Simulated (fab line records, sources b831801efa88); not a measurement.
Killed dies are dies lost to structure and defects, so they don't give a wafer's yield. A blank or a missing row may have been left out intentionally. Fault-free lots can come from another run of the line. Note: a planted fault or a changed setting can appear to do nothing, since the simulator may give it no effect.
fab line records + flow sky130
record:
- lots: 5
- wafers: 15
- lastDay: 49
route steps=708 shown POLY_GATE@219 PAD_OPEN@708
lots untouched by any fault: they come from a run of this same line in which no faults occurred
startH: start of the lot's first displayed wafer, in hours after the record's first day + waitH: hours elapsed since this lot's preceding step + " repeats the value in the row above + L1.1+2: a row that stands for several wafers + - either no value or no given start + * or withheld: withheld + < > ~ a bound
route shown NAME@n: NAME is a module with steps in the file, n the number in the route of the first one + usual: the fault-free wafers' mean and standard deviation + same: alike in all rows + chamber/n: place in a boat + sites: readings site by site + _std_site: standard deviation across them + _edge_site: mean of outer sites minus mean of inner sites + radiusMm: for every site, how far away it sits from the centre of the wafer + mask NAME#n: copy n + behind: the most recent tool/chamber to have shaped the wafer + hold: reason for holding the lot/hours on hold/outcome of the hold + device: transistor that didn't switch, given as n, p or np + end of line: the tests these same wafers got at the end of their route + step lacking rows: just its recipe + killed: at the first sort, the dies lost to defects and structure; wafer yield is something else + map: per-die view of a wafer (x killed, . not killed, _ where there is no die)
set.NAME: the setting that was run; set.NAME@STEP: the one run at that earlier step + model.NAME: the simulator's own value behind a step, which no gauge read
lots at some steps of the route; a table a step, a row a wafer
services: from which hour (startH, from the record's first day; less than 0 if before it) a tool's chamber was out of use, for how many hours, and why
== steps ==
step: SKY_POLY_GATE_DEHYDRATE_05
recipe:
- tempC: 200
- timeS: 60
step: SKY_POLY_GATE_HMDS_06
recipe:
- primeTimeS: 60
- primeTempC: 120
step: SKY_POLY_GATE_COAT_07
recipe:
- resist: BARC
- tempC: withheld
- timeS: withheld
- spinRpm: 3000
- resistThkNm: 110
step: SKY_POLY_GATE_COAT_08
recipe:
- resist: KrF-thick
- spinRpm: 3000
- resistThkNm: 450
step: SKY_POLY_GATE_SOFTBAKE_09
recipe:
- tempC: 100
- timeS: 90
- resist: KrF-thick
step: SKY_POLY_GATE_EXPOSE_10
recipe:
- maskId: P1M
- na: 0.68
- sourceShape: conventional
- sigmaOuter: 0.6
- targetCdNm: 150
- doseMj: 28
step: SKY_POLY_GATE_PEB_11
recipe:
- pebTempC: withheld
- pebTimeS: withheld
- resist: KrF-thick
step: SKY_POLY_GATE_DEVELOP_12
recipe:
- developTimeS: 60
- resist: KrF-thick
- devTempC: 21
step: SKY_POLY_GATE_CD_MEAS_13
recipe:
- targetCdNm: 150
usual:
- cdNm: 149.6/1.4
| lot.wafer | tool     | chamber | startH | waitH | cdNm  |
|-----------|----------|---------|--------|-------|-------|
| L928.4    | cdSem-02 | -       | 436.17 | -     | 149.4 |
| L928.5    | "        | -       | "      | "     | 149.5 |
| L928.6    | "        | -       | "      | "     | 149.2 |
| L936.1    | cdSem-02 | -       | 493.56 | -     | 147.9 |
| L936.2    | "        | -       | "      | "     | 148.9 |
| L936.6    | "        | -       | "      | "     | 149.3 |
| L937.2    | cdSem-01 | -       | 499.12 | -     | 149.2 |
| L937.5    | "        | -       | "      | "     | 149.2 |
| L937.6    | "        | -       | "      | "     | 146.9 |
| L939.4    | cdSem-02 | -       | 512.64 | -     | 148.9 |
| L939.5    | "        | -       | "      | "     | 147.6 |
| L939.6    | "        | -       | "      | "     | 147.9 |
| L940.3    | cdSem-01 | -       | 521.42 | -     | 151.1 |
| L940.5    | "        | -       | "      | "     | 151.2 |
| L940.6    | "        | -       | "      | "     | 149.6 |
step: SKY_POLY_GATE_OVL_MEAS_14
usual:
- POLY_GATE_OVL: 2/5.9
| lot.wafer | tool       | chamber | startH | waitH | POLY_GATE_OVL[nm] |
|-----------|------------|---------|--------|-------|-------------------|
| L928.4    | overlay-02 | -       | 436.25 | 0.1   | 2                 |
| L928.5    | "          | -       | "      | "     | 7                 |
| L928.6    | "          | -       | "      | "     | 5                 |
| L936.1    | overlay-01 | -       | 493.68 | 0.1   | 3                 |
| L936.2    | "          | -       | "      | "     | 0                 |
| L936.6    | "          | -       | "      | "     | -3                |
| L937.2    | overlay-01 | -       | 499.22 | 0.1   | 0                 |
| L937.5    | "          | -       | "      | "     | 4                 |
| L937.6    | "          | -       | "      | "     | -9                |
| L939.4    | overlay-01 | -       | 512.72 | 0.1   | 2                 |
| L939.5    | "          | -       | "      | "     | -1                |
| L939.6    | "          | -       | "      | "     | 1                 |
| L940.3    | overlay-02 | -       | 521.51 | 0.1   | -9                |
| L940.5    | "          | -       | "      | "     | -1                |
| L940.6    | "          | -       | "      | "     | 4                 |
step: SKY_POLY_GATE_ETCH_15
recipe:
- chemistry: N2/H2
- target: BARC
- ionEnergyEv: 200
- sourceW: 500
- biasW: 100
- pressureMtorr: 30
- n2FlowSccm: 100
- h2FlowSccm: 200
- stopOn: SiO2
- timeS: 118.5
- targetDepthA: 1100
usual:
- drypumpMotorCurrentA: 6.0/0.34
- oesProductAu: 0.716/0.0043
- throttleValvePct: 13.213/0.0097
| lot.wafer | tool       | chamber | startH | waitH | drypumpMotorCurrentA | oesProductAu | rfHoursCounterH | throttleValvePct |
|-----------|------------|---------|--------|-------|----------------------|--------------|-----------------|------------------|
| L928.4    | rieDiel-04 | 2       | 436.27 | 0.0   | 5.6                  | 0.723        | 4               | 13.217           |
| L928.5    | "          | 3       | "      | "     | 5.9                  | 0.712        | -               | 13.206           |
| L928.6    | "          | 0       | "      | "     | 6.6                  | 0.716        | -               | 13.229           |
| L936.1    | rieDiel-03 | 3       | 493.72 | 0.0   | 6.2                  | 0.718        | 73              | 13.224           |
| L936.2    | "          | 1       | "      | "     | 6.0                  | 0.712        | 3               | 13.211           |
| L936.6    | "          | 0       | "      | "     | 5.5                  | 0.710        | -               | 13.221           |
| L937.2    | rieDiel-03 | 0       | 499.25 | 0.0   | 5.5                  | 0.718        | 86              | 13.206           |
| L937.5    | "          | 1       | "      | "     | 6.0                  | 0.718        | -               | 13.219           |
| L937.6    | "          | 0       | "      | "     | 5.5                  | 0.716        | -               | 13.210           |
| L939.4    | rieDiel-01 | 2       | 512.73 | 0.0   | 6.5                  | 0.712        | 17              | 13.206           |
| L939.5    | "          | 3       | "      | "     | 5.7                  | 0.717        | -               | 13.211           |
| L939.6    | "          | 2       | "      | "     | 6.5                  | 0.719        | -               | 13.208           |
| L940.3    | rieDiel-03 | 1       | 521.53 | 0.0   | 6.0                  | 0.711        | 4               | 13.222           |
| L940.5    | "          | 2       | "      | "     | 5.8                  | 0.719        | -               | 13.222           |
| L940.6    | "          | 1       | "      | "     | 5.9                  | 0.718        | -               | 13.230           |
step: SKY_POLY_GATE_ETCH_16
recipe:
- stopOn: poly-Si
- chemistry: CH3F/O2
- target: Si3N4
- sourceW: 400
- biasW: 80
- pressureMtorr: 25
- ch3fFlowSccm: 40
- O2_flow_sccm: 30
- timeS: 147.5
- targetDepthA: 750
usual:
- ch3fFlowSccm: 40.00/0.12
- drypumpMotorCurrentA: 6.0/0.34
- oesProductAu: 0.639/0.0053
- throttleValvePct: 10.534/0.0089
| lot.wafer | tool       | chamber | startH | waitH | ch3fFlowSccm | drypumpMotorCurrentA | oesProductAu | rfHoursCounterH | throttleValvePct |
|-----------|------------|---------|--------|-------|--------------|----------------------|--------------|-----------------|------------------|
| L928.4    | rieDiel-04 | 2       | 436.35 | 0.0   | 39.99        | 5.5                  | 0.636        | 5               | 10.536           |
| L928.5    | "          | 3       | "      | "     | 39.94        | 5.9                  | 0.643        | -               | 10.536           |
| L928.6    | "          | 0       | "      | "     | 39.87        | 6.6                  | 0.636        | -               | 10.542           |
| L936.1    | rieDiel-03 | 3       | 493.80 | 0.0   | 39.84        | 6.2                  | 0.640        | 74              | 10.528           |
| L936.2    | "          | 1       | "      | "     | 40.05        | 5.9                  | 0.639        | 3               | 10.533           |
| L936.6    | "          | 0       | "      | "     | 40.00        | 5.5                  | 0.644        | -               | 10.532           |
| L937.2    | rieDiel-03 | 0       | 499.34 | 0.0   | 40.09        | 5.5                  | 0.646        | 86              | 10.538           |
| L937.5    | "          | 1       | "      | "     | 39.70        | 6.0                  | 0.640        | -               | 10.518           |
| L937.6    | "          | 0       | "      | "     | 40.04        | 5.5                  | 0.638        | -               | 10.524           |
| L939.4    | rieDiel-01 | 2       | 512.82 | 0.0   | 39.83        | 6.5                  | 0.634        | 17              | 10.512           |
| L939.5    | "          | 3       | "      | "     | 39.87        | 5.8                  | 0.639        | -               | 10.523           |
| L939.6    | "          | 2       | "      | "     | 39.87        | 6.5                  | 0.644        | -               | 10.548           |
| L940.3    | rieDiel-03 | 1       | 521.62 | 0.0   | 39.95        | 6.0                  | 0.635        | 4               | 10.517           |
| L940.5    | "          | 2       | "      | "     | 40.10        | 5.8                  | 0.631        | -               | 10.539           |
| L940.6    | "          | 1       | "      | "     | 39.91        | 6.0                  | 0.636        | -               | 10.528           |
step: SKY_POLY_GATE_ETCH_17
recipe:
- targetDepthNm: 180
- stopOn: SiO2
- overEtchFrac: 0.56667
- chemistry: HBr/Cl2
- target: poly-Si
- icpW: 400
- biasW: 100
- pressureMtorr: 10
- HBr_flow_sccm: 150
- Cl2_flow_sccm: 50
- timeS: 70.5
usual:
- drypumpMotorCurrentA: 5.6/0.37
- mfcCl2Sccm: 50.03/0.15
- oesProductAu: 0.983/0.0073
- throttleValvePct: 33.683/0.0096
| lot.wafer | tool     | chamber | startH | waitH | drypumpMotorCurrentA | mfcCl2Sccm | oesProductAu | rfHoursCounterH | throttleValvePct | model.KrF-thick_of_POLY_GATE_COAT_08.thkNm | model.POLY_GATE.featureDepthNm | model.etch.depthNm |
|-----------|----------|---------|--------|-------|----------------------|------------|--------------|-----------------|------------------|--------------------------------------------|--------------------------------|--------------------|
| L928.4    | rieSi-02 | 3       | 436.45 | 0.0   | 5.7                  | 50.06      | 0.999        | 3               | 33.682           | 76.53                                      | 183.7                          | 181.7              |
| L928.5    | "        | 1       | "      | "     | 5.7                  | 49.94      | 1.009        | -               | 33.691           | 76.2                                       | 184.4                          | 182.4              |
| L928.6    | "        | 2       | "      | "     | 5.8                  | 49.99      | 0.985        | -               | 33.673           | 139.5                                      | 179.8                          | 179.8              |
| L936.1    | rieSi-01 | 2       | 493.90 | 0.0   | 6.4                  | 49.83      | 0.985        | 3               | 33.682           | 139.9                                      | 178.1                          | 178.1              |
| L936.2    | "        | 3       | "      | "     | 5.5                  | 50.02      | 0.986        | 1               | 33.673           | 142.8                                      | 179.7                          | 179.7              |
| L936.6    | "        | 2       | "      | "     | 6.4                  | 49.97      | 0.982        | -               | 33.674           | 144.3                                      | 177.9                          | 177.9              |
| L937.2    | rieSi-02 | 1       | 499.43 | 0.0   | 5.7                  | 49.80      | 0.987        | 3               | 33.701           | 147.1                                      | 175.6                          | 175.6              |
| L937.5    | "        | 1       | "      | "     | 5.7                  | 50.01      | 0.977        | -               | 33.701           | 143.2                                      | 177.2                          | 177.2              |
| L937.6    | "        | 0       | "      | "     | 5.4                  | 50.28      | 0.975        | -               | 33.686           | 143.7                                      | 177.5                          | 177.5              |
| L939.4    | rieSi-02 | 0       | 512.91 | 0.0   | 5.4                  | 49.93      | 0.983        | 4               | 33.679           | 146.6                                      | 176.8                          | 176.8              |
| L939.5    | "        | 0       | "      | "     | 5.4                  | 49.95      | 0.975        | -               | 33.699           | 142.6                                      | 176.4                          | 176.4              |
| L939.6    | "        | 3       | "      | "     | 5.7                  | 50.20      | 0.975        | -               | 33.674           | 146.2                                      | 178.4                          | 178.4              |
| L940.3    | rieSi-01 | 1       | 521.71 | 0.0   | 5.4                  | 49.98      | 0.976        | 4               | 33.680           | 144.1                                      | 178.2                          | 178.2              |
| L940.5    | "        | 3       | "      | "     | 5.5                  | 50.11      | 0.992        | -               | 33.686           | 144.4                                      | 179.1                          | 179.1              |
| L940.6    | "        | 0       | "      | "     | 5.0                  | 50.08      | 0.980        | -               | 33.704           | 143.9                                      | 177.9                          | 177.9              |
step: SKY_POLY_GATE_STRIP_18
recipe:
- chemistry: O2/N2
- powerW: 1400
- pressureMtorr: 1500
- platenTempC: withheld
- o2FlowSccm: 3000
- n2FlowSccm: 300
- overashFraction: 0.5
usual:
- drypumpMotorCurrentA: 5.7/0.32
- oesProductAu: 0.362/0.005
- stripTimeToEndpointS: 3.19/0.033
| lot.wafer | tool           | chamber | startH | waitH | drypumpMotorCurrentA | oesProductAu | rfHoursCounterH | stripTimeToEndpointS |
|-----------|----------------|---------|--------|-------|----------------------|--------------|-----------------|----------------------|
| L928.4    | plasmaAsher-01 | 0       | 436.54 | 0.1   | 5.5                  | 0.327        | -               | 2.45                 |
| L928.5    | "              | 1       | "      | "     | 5.4                  | 0.339        | -               | 2.47                 |
| L928.6    | "              | 0       | "      | "     | 5.5                  | 0.353        | -               | 3.16                 |
| L936.1    | plasmaAsher-04 | 0       | 493.95 | 0.0   | 5.8                  | 0.354        | 67              | 3.17                 |
| L936.2    | "              | 1       | "      | "     | 6.4                  | 0.358        | 67              | 3.20                 |
| L936.6    | "              | 0       | "      | "     | 5.8                  | 0.359        | -               | 3.21                 |
| L937.2    | plasmaAsher-01 | 1       | 499.49 | 0.0   | 5.4                  | 0.362        | 9               | 3.24                 |
| L937.5    | "              | 1       | "      | "     | 5.4                  | 0.355        | -               | 3.19                 |
| L937.6    | "              | 0       | "      | "     | 5.5                  | 0.362        | -               | 3.20                 |
| L939.4    | plasmaAsher-04 | 1       | 513.00 | 0.1   | 6.4                  | 0.358        | -               | 3.23                 |
| L939.5    | "              | 1       | "      | "     | 6.3                  | 0.364        | -               | 3.21                 |
| L939.6    | "              | 0       | "      | "     | 5.7                  | 0.367        | -               | 3.23                 |
| L940.3    | plasmaAsher-03 | 0       | 521.80 | 0.1   | 5.7                  | 0.366        | -               | 3.22                 |
| L940.5    | "              | 0       | "      | "     | 5.7                  | 0.360        | -               | 3.21                 |
| L940.6    | "              | 1       | "      | "     | 5.9                  | 0.361        | -               | 3.21                 |
step: SKY_POLY_GATE_CLEAN_19
recipe:
- chemistry: SC1/SC2
- mix: 1:4:20
- tempC: 70
- timeS: 150
- dry: n2Spin
step: SKY_PAD_OPEN_PROBE_99
usual:
- killed_at_M0_to_M3: 43/6.8
- killed_at_M4_up: 3.0/1.6
- killedAtContacts: 25/6
- killedAtFrontEnd: 15/4.4
- killedAtOther: 0.3/0.52
- killedDies: 86/9.6
- killedOnRim: 17/3.5
- killedOpen: 47/6.7
- killedShort: 39/6.8
same:
- grossDies: 492
- killedAtBackSide: 0
| lot.wafer | tool      | chamber | startH  | waitH | killed_at_M0_to_M3 | killed_at_M4_up | killedAtContacts | killedAtFrontEnd | killedAtOther | killedDies | killedOnRim | killedOpen | killedShort | model.etest.tipP.rsOhmSq | model.etest.tipSonos.rsOhmSq | model.etest.pfet_01v8.rOnOhmUm | model.etest.nfet_01v8_lvt.driveUaUm | model.etest.nfet_01v8.driveUaUm | model.etest.nfet_01v8_turned.driveUaUm | model.etest.nfet_01v8_swapped.driveUaUm | model.etest.sramNfetPass.driveUaUm |
|-----------|-----------|---------|---------|-------|--------------------|-----------------|------------------|------------------|---------------|------------|-------------|------------|-------------|--------------------------|------------------------------|--------------------------------|-------------------------------------|---------------------------------|----------------------------------------|-----------------------------------------|------------------------------------|
| L928.4    | prober-02 | -       | 1126.96 | 0.2   | 43                 | 3               | 37               | 16               | 1             | 100        | 21          | 54         | 45          | 8359                     | 2315                         | 2780                           | 641.6                               | 563.6                           | 560.9                                  | 565.3                                   | 552                                |
| L928.5    | prober-02 | -       | 1127.01 | 0.2   | 37                 | 3               | 28               | 15               | 0             | 83         | 18          | 48         | 35          | 8616                     | 2298                         | 2686                           | 644.7                               | 570.5                           | 572.3                                  | 568.9                                   | 552                                |
| L928.6    | prober-02 | -       | 1127.06 | 0.2   | 43                 | 1               | 32               | 16               | 0             | 92         | 27          | 59         | 33          | 6820                     | 2796                         | 2923                           | 564                                 | 494.6                           | 497.6                                  | 498.9                                   | 482.2                              |
| L936.1    | prober-01 | -       | 1158.30 | 0.1   | 38                 | 4               | 37               | 13               | 0             | 92         | 13          | 48         | 44          | 6909                     | 2718                         | 2817                           | 589.8                               | 515                             | 518.3                                  | 517.5                                   | 498.7                              |
| L936.2    | prober-01 | -       | 1158.35 | 0.1   | 46                 | 4               | 31               | 15               | 0             | 96         | 21          | 52         | 44          | 6885                     | 2666                         | 2838                           | 580.7                               | 507.7                           | 509                                    | 506.4                                   | 500.5                              |
| L936.6    | prober-01 | -       | 1158.55 | 0.2   | 42                 | 3               | 24               | 15               | 0             | 84         | 18          | 44         | 40          | 6863                     | 2718                         | 2887                           | 588.3                               | 511.9                           | 517.4                                  | 515.9                                   | 509                                |
| L937.2    | prober-02 | -       | 1160.03 | 0.1   | 29                 | 1               | 30               | 11               | 0             | 71         | 15          | 34         | 37          | 7019                     | 2735                         | 2904                           | 583.2                               | 508.9                           | 509.1                                  | 507.6                                   | 493.4                              |
| L937.5    | prober-02 | -       | 1160.18 | 0.2   | 43                 | 3               | 26               | 13               | 0             | 85         | 14          | 45         | 40          | 6984                     | 2708                         | 2964                           | 579.8                               | 511                             | 513                                    | 508.6                                   | 518.8                              |
| L937.6    | prober-02 | -       | 1160.23 | 0.2   | 41                 | 2               | 18               | 9                | 1             | 71         | 15          | 32         | 38          | 6994                     | 2688                         | 2948                           | 577.6                               | 517.5                           | 510.5                                  | 511.7                                   | 481.5                              |
| L939.4    | prober-02 | -       | 1170.68 | 0.2   | 35                 | 2               | 35               | 9                | 0             | 81         | 16          | 49         | 32          | 6780                     | 2648                         | 2876                           | 570.7                               | 497.1                           | 501.9                                  | 502                                     | 479.2                              |
| L939.5    | prober-02 | -       | 1170.73 | 0.2   | 35                 | 8               | 27               | 16               | 1             | 87         | 9           | 47         | 39          | 6764                     | 2659                         | 2796                           | 561.9                               | 494.2                           | 493.9                                  | 497.6                                   | 486.3                              |
| L939.6    | prober-02 | -       | 1170.78 | 0.2   | 44                 | 4               | 25               | 16               | 0             | 89         | 15          | 53         | 36          | 6749                     | 2646                         | 2871                           | 575.3                               | 503.4                           | 502.8                                  | 499.4                                   | 499.2                              |
| L940.3    | prober-01 | -       | 1174.50 | 0.2   | 57                 | 4               | 27               | 7                | 0             | 95         | 19          | 60         | 35          | 6880                     | 2688                         | 3012                           | 568.4                               | 500.8                           | 499.8                                  | 501.1                                   | 483.6                              |
| L940.5    | prober-01 | -       | 1174.60 | 0.2   | 40                 | 4               | 27               | 19               | 0             | 90         | 23          | 44         | 46          | 6881                     | 2719                         | 2976                           | 562.7                               | 491.5                           | 491                                    | 496.4                                   | 476.9                              |
| L940.6    | prober-01 | -       | 1174.65 | 0.2   | 44                 | 4               | 25               | 5                | 0             | 78         | 14          | 41         | 36          | 6797                     | 2700                         | 2940                           | 571.5                               | 501                             | 493.9                                  | 497.3                                   | 481.4                              |
killed by level:class
L928.4 CONTACT:geometricParticle:open=12 VIA1:geometricParticle:open=9 VIA1:geometricParticle:short=9 LI_CONTACT:geometricParticle:open=8 CONTACT:geometricParticle:short=8 LI_CONTACT:geometricParticle:short=5 VIA2:geometricParticle:open=5 FIELD_ISO:geometricParticle:open=4
L928.5 VIA1:geometricParticle:open=9 LI_CONTACT:geometricParticle:open=8 CONTACT:geometricParticle:open=7 VIA3:geometricParticle:open=7 FIELD_ISO:geometricParticle:open=5 VIA2:geometricParticle:open=5 CONTACT:geometricParticle:short=5 METAL1:geometricParticle:short=5
L928.6 CONTACT:geometricParticle:open=14 VIA3:geometricParticle:open=9 VIA1:geometricParticle:open=9 LI_CONTACT:geometricParticle:short=8 LI_CONTACT:geometricParticle:open=7 FIELD_ISO:geometricParticle:open=5 VIA2:geometricParticle:open=5 FIELD_ISO:geometricParticle:short=4
L936.1 CONTACT:geometricParticle:open=11 VIA1:geometricParticle:open=10 LI_CONTACT:geometricParticle:open=9 CONTACT:geometricParticle:short=6 VIA1:geometricParticle:short=6 LOCAL_INTERCONNECT:geometricParticle:short=5 VIA3:geometricParticle:open=5 FIELD_ISO:geometricParticle:short=4
L936.2 CONTACT:geometricParticle:open=11 VIA3:geometricParticle:open=9 VIA1:geometricParticle:open=7 CONTACT:geometricParticle:short=7 POLY_GATE:geometricParticle:open=6 METAL3:geometricParticle:short=6 LI_CONTACT:geometricParticle:open=5 LOCAL_INTERCONNECT:geometricParticle:short=5
L936.6 VIA1:geometricParticle:open=11 CONTACT:geometricParticle:open=7 METAL2:geometricParticle:short=7 LOCAL_INTERCONNECT:geometricParticle:short=6 VIA2:geometricParticle:open=6 METAL1:geometricParticle:short=5 POLY_GATE:geometricParticle:short=4 LI_CONTACT:geometricParticle:open=4
L937.2 CONTACT:geometricParticle:open=9 LI_CONTACT:geometricParticle:open=7 LOCAL_INTERCONNECT:geometricParticle:short=7 VIA1:geometricParticle:open=7 FIELD_ISO:geometricParticle:short=5 CONTACT:geometricParticle:short=4 VIA1:geometricParticle:short=4 VIA3:geometricParticle:open=4
L937.5 VIA1:geometricParticle:open=11 CONTACT:geometricParticle:open=10 METAL2:geometricParticle:short=8 CONTACT:geometricParticle:short=7 VIA3:geometricParticle:open=6 METAL1:geometricParticle:short=5 LI_CONTACT:geometricParticle:open=4 VIA2:geometricParticle:open=4
L937.6 VIA1:geometricParticle:open=9 LI_CONTACT:geometricParticle:short=7 METAL1:geometricParticle:short=7 CONTACT:geometricParticle:open=5 FIELD_ISO:geometricParticle:open=4 METAL2:geometricParticle:short=4 VIA3:geometricParticle:short=4 CONTACT:geometricParticle:short=3
L939.4 LI_CONTACT:geometricParticle:open=13 VIA1:geometricParticle:open=12 CONTACT:geometricParticle:open=8 LI_CONTACT:geometricParticle:short=5 CONTACT:geometricParticle:short=5 VIA2:geometricParticle:open=5 LOCAL_INTERCONNECT:geometricParticle:short=4 METAL1:geometricParticle:short=3
L939.5 VIA1:geometricParticle:open=12 CONTACT:geometricParticle:open=10 POLY_GATE:geometricParticle:open=6 METAL4:geometricParticle:short=6 FIELD_ISO:geometricParticle:short=5 LI_CONTACT:geometricParticle:open=5 LOCAL_INTERCONNECT:geometricParticle:short=5 METAL1:geometricParticle:short=5
L939.6 LI_CONTACT:geometricParticle:open=11 VIA3:geometricParticle:open=10 VIA1:geometricParticle:open=9 VIA2:geometricParticle:open=7 CONTACT:geometricParticle:open=6 VIA1:geometricParticle:short=5 METAL4:geometricParticle:short=4 POLY_GATE:geometricParticle:short=4
L940.3 VIA3:geometricParticle:open=14 CONTACT:geometricParticle:open=13 VIA1:geometricParticle:open=9 LI_CONTACT:geometricParticle:open=8 METAL2:geometricParticle:short=8 VIA2:geometricParticle:open=6 VIA1:geometricParticle:short=5 VIA3:geometricParticle:short=5
L940.5 CONTACT:geometricParticle:open=11 LI_CONTACT:geometricParticle:open=8 VIA2:geometricParticle:open=6 FIELD_ISO:geometricParticle:open=5 POLY_GATE:geometricParticle:open=5 CONTACT:geometricParticle:short=5 METAL1:geometricParticle:short=5 VIA1:geometricParticle:short=5
L940.6 CONTACT:geometricParticle:open=10 VIA1:geometricParticle:open=9 VIA1:geometricParticle:short=7 VIA2:geometricParticle:open=5 CONTACT:geometricParticle:short=5 VIA3:geometricParticle:short=5 LI_CONTACT:geometricParticle:open=4 METAL1:geometricParticle:short=4
== services ==
| tool           | chamber | startH | hours | kind          |
|----------------|---------|--------|-------|---------------|
| rieDiel-01     | -       | 417.97 | 1.1   | repair        |
| rieSi-01       | 0       | 419.98 | 3.5   | repair        |
| plasmaAsher-01 | -       | 421.25 | 9.0   | pm            |
| plasmaAsher-01 | 0       | 421.25 | 9.0   | ventCycle     |
| plasmaAsher-01 | 1       | 421.25 | 9.0   | ventCycle     |
| plasmaAsher-01 | 0       | 430.25 | -     | clean         |
| plasmaAsher-01 | 1       | 430.25 | -     | clean         |
| rieDiel-03     | 3       | 441.25 | 1.9   | repair        |
| rieDiel-04     | 2       | 443.84 | 4.6   | repair        |
| rieDiel-04     | -       | 449.44 | 0.9   | repair        |
| rieDiel-04     | 0       | 451.17 | 8.4   | repair        |
| rieSi-02       | 0       | 451.53 | 7.3   | repair        |
| plasmaAsher-04 | -       | 455.46 | 2.9   | repair        |
| rieDiel-04     | -       | 459.64 | 5.8   | repair        |
| plasmaAsher-03 | -       | 474.60 | 41.5  | pm            |
| rieSi-01       | 3       | 481.53 | 8.2   | repair        |
| rieDiel-03     | 2       | 484.87 | -     | clean         |
| rieDiel-03     | 2       | 484.87 | 29.2  | scheduledDown |
| rieDiel-03     | 2       | 484.87 | 29.2  | ventCycle     |
| plasmaAsher-01 | -       | 510.22 | 9.9   | repair        |
| rieDiel-03     | 0       | 517.20 | -     | clean         |
| rieDiel-03     | 0       | 517.20 | 22.7  | scheduledDown |
| rieDiel-03     | 0       | 517.20 | 22.7  | ventCycle     |
== key ==
firstSign:
- step: SKY_POLY_GATE_ETCH_17
- reading: oesProductAu
- direction: up
- sigmas: 2.9
- usual: 0.983
- struck: 1.004
effect:
- step: SKY_POLY_GATE_STRIP_18
- reading: stripTimeToEndpointS
- direction: down
- sigmas: 22
- usual: *
- struck: *
modelEffect:
- step: SKY_POLY_GATE_ETCH_17
- value: KrF-thick_of_POLY_GATE_COAT_08.thkNm
- without: 142.2
- struck: 76.36
modelEffect:
- step: SKY_PAD_OPEN_PROBE_99
- value: etest.tipP.rsOhmSq
- without: 6834
- struck: 8488
metAt SKY_POLY_GATE_ETCH_17
struckWafers L928.4,L928.5
testerLeftOut L928
fault:
- kind: processParameterDrift
- tool: rieSi-02
- chamber: -
- onsetH: 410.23
- steps: SKY_POLY_GATE_ETCH_17
- channel: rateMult
- offset: 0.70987
- shape: step
- endH: 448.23
- scope: struckWafersOnly
testerLeftOut: of these lots the tester's yield and bins aren't shown, on N5 and GAA mostly nor the transistor test; their killed dies are dies lost to structure and defects alone, not to doping, threshold or leakage, so they don't give the yield
